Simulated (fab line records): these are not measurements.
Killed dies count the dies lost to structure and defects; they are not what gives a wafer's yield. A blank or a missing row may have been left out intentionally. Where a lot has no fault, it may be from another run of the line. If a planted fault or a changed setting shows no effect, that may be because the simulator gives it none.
The same fault as seen by 2 desks :: flow sky130 :: every desk sees just its own numbers, and what lay behind them comes last

== DESK OF THE TOOL OWNER: hdpcvd-02 ==
The tool's own readings at SKY_VIA3_HDPCVD_00 (deposits SiO2, target thk 1635 nm, time 272.5 s): means of the sampled wafers that have a number, for each lot that ran on this tool. Any lot whose mean is over 4 standard deviations away from the usual mean is out of limits and marked OUT; that distance is given in the brackets.
Columns: A = pressureMtorr at SKY_VIA3_HDPCVD_00, usual 6.000 mTorr; B = runLengthS at SKY_VIA3_HDPCVD_00, usual 300.5 s; C = sih4FlowSccm at SKY_VIA3_HDPCVD_00, usual 59.99 sccm
lot: L654
first seen here: day 38 09:40
A: 5.995
B: 300.8
C: 59.82

lot: L664
first seen here: day 43 05:11
A: 5.996
B: 295.8 (-9.5) OUT
C: 60.24
Finding of this desk: L664 out of limits; the first was L664 at day 43 05:11, on runLengthS at SKY_VIA3_HDPCVD_00. L654: within limits.

== METROLOGY DESK ==
What the gauges read, lot by lot, whatever tool the lot ran on: means of the sampled wafers that have a number. Any lot whose mean is over 4 standard deviations away from the usual mean is out of limits and marked OUT; that distance is given in the brackets.
Columns: A = cdNm at SKY_METAL3_CD_MEAS_13, usual 299.9 nm; B = METAL3_OVL at SKY_METAL3_OVL_MEAS_14, usual 2 nm; C = VIA3_HDPCVD_THK at SKY_VIA3_THK_MEAS_01, usual 1635 nm
lot: L654
first seen here: day 38 08:35
A: 300.0
B: 2
C: 1660

lot: L657
first seen here: day 39 23:00
A: 299.7
B: 3
C: 1621

lot: L659
first seen here: day 43 02:06
A: 300.7
B: -1
C: 1633

lot: L664
first seen here: day 43 04:07
A: 300.5
B: -1
C: 1606

lot: L674
first seen here: day 43 21:23
A: 300.2
B: 10
C: 1629
This desk's finding: nothing out of limits on any of the 5 lots.

== BROUGHT TOGETHER ==
An alarm could have come from the tool owner's desk at day 43 05:11, on L664.
Metrology desk: nothing out of limits seen.
The metrology desk holds a record of L664, inside its limits.
On hdpcvd-02, each named lot ran SKY_VIA3_HDPCVD_00.

== WHAT THE SIMULATOR HAD INSERTED ==
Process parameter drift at SKY_VIA3_HDPCVD_00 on hdpcvd-02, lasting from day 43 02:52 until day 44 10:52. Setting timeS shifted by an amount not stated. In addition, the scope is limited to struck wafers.
Shown lots that were struck: L664.
How many hours passed from the start of the fault until each desk's first out-of-limits reading: the tool owner's desk, 2.
